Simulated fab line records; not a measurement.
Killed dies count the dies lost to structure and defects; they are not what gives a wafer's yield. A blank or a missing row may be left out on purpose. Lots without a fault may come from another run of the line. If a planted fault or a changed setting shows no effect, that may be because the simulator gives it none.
Lot-split experiment ; flow gf180mcu ; route with 602 steps; 5 lots, 23 wafers read

ABOUT THE SPLIT
At GF_V1_CVD_00 (deposits SiO2, target thk 600 nm, time 100 s), the setting sih4 flow sccm was moved away from the recipe's 60 sccm on 4 of the 23 wafers read, by -7.6% to +12.2%. For the rest of the wafers, this setting stayed at what the recipe calls for.

No step appears in the file between the split and the reading.

THE READING
V1_CVD_00_THK, in nm, at GF_V1_THK_MEAS_01. Typical for fault-free wafers on this fab line: 599 nm, with standard deviation 6.5 nm.

wafer;tool, chamber at the split;sih4 flow sccm as run, sccm;against the recipe;V1_CVD_00_THK, nm;against lot-mates on the recipe
L077.1;hdpcvd-01, 0;60;recipe;596;-
L077.2;hdpcvd-01, 2;60;recipe;602;-
L077.3;hdpcvd-01, 1;60;recipe;602;-
L077.5;hdpcvd-01, 0;60;recipe;596;-
L077.6;hdpcvd-01, 2;60;recipe;601;-
L078.1;hdpcvd-02, 1;60;recipe;603;-
L078.2;hdpcvd-02, 2;60;recipe;599;-
L078.3;hdpcvd-02, 0;60;recipe;599;-
L078.5;hdpcvd-02, 0;55.43;-7.6%;556;-44
L078.6;hdpcvd-02, 1;55.43;-7.6%;553;-47
L079.1;hdpcvd-02, 1;60;recipe;605;-
L079.4;hdpcvd-02, 2;60;recipe;603;-
L079.6;hdpcvd-02, 1;60;recipe;605;-
L082.1;hdpcvd-02, 1;60;recipe;600;-
L082.2;hdpcvd-02, 0;60;recipe;596;-
L082.3;hdpcvd-02, 2;67.3;+12.2%;674;+77
L082.5;hdpcvd-02, 2;60;recipe;596;-
L082.6;hdpcvd-02, 0;67.3;+12.2%;668;+71
L084.1;hdpcvd-01, 1;60;recipe;606;-
L084.2;hdpcvd-01, 2;60;recipe;607;-
L084.4;hdpcvd-01, 2;60;recipe;603;-
L084.5;hdpcvd-01, 2;60;recipe;605;-
L084.6;hdpcvd-01, 1;60;recipe;614;-

THE FIT
A straight line over all 23 wafers: V1_CVD_00_THK changes by +5.84 nm for each +1% of sih4 flow sccm; r = +0.99; the points scatter about the line by 4.5 nm.
The same after taking each lot's own level away (the mean of its wafers on the recipe; 23 wafers): +6.04 nm for each +1%; r = +0.99; scatter 2.7 nm.
That fit puts the effect of the largest move of sih4 flow sccm on the reading at 74 nm.
The span of the lots' own levels, 597.3 to 607.0 nm, comes to 1.5 times the standard deviation stated above.
The two slopes agree, so the slope changes little with the lot-to-lot level.
Check: with one of the wafers moved furthest among these (+12.2%) left out of the fit, the line predicts +71.6 nm for it against its lot-mates. Against them it came out at +76.7 nm.

FURTHER SPLITS ON THESE WAFERS
These wafers also went through other splits before the reading. Each is held against what the fit with the lots' levels taken away leaves over:
other split on the same wafers;wafers away from the commonest value;r with V1_CVD_00_THK (lot level and that fit taken away)
GF_SALICIDE_SPUTTER_03 power w;5;+0.09

THE WHOLE CHAIN: every reading that the file lists as answering this split, in the file's order
step;what it does;reading;change (the file's fit);r (the file's)
GF_V1_CVD_00;deposits SiO2, target thk 600 nm, time 100 s;SiO2_of_V1_CVD_00.thk nm (the simulator's own value, which no gauge read);+6.07 nm for each +1% of the setting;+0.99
GF_V1_THK_MEAS_01;;V1_CVD_00_THK;+6.06 for each +1% of the setting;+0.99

FILE'S OWN FIT
V1_CVD_00_THK changes by +6.06 nm for each +1% of sih4 flow sccm, r = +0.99.
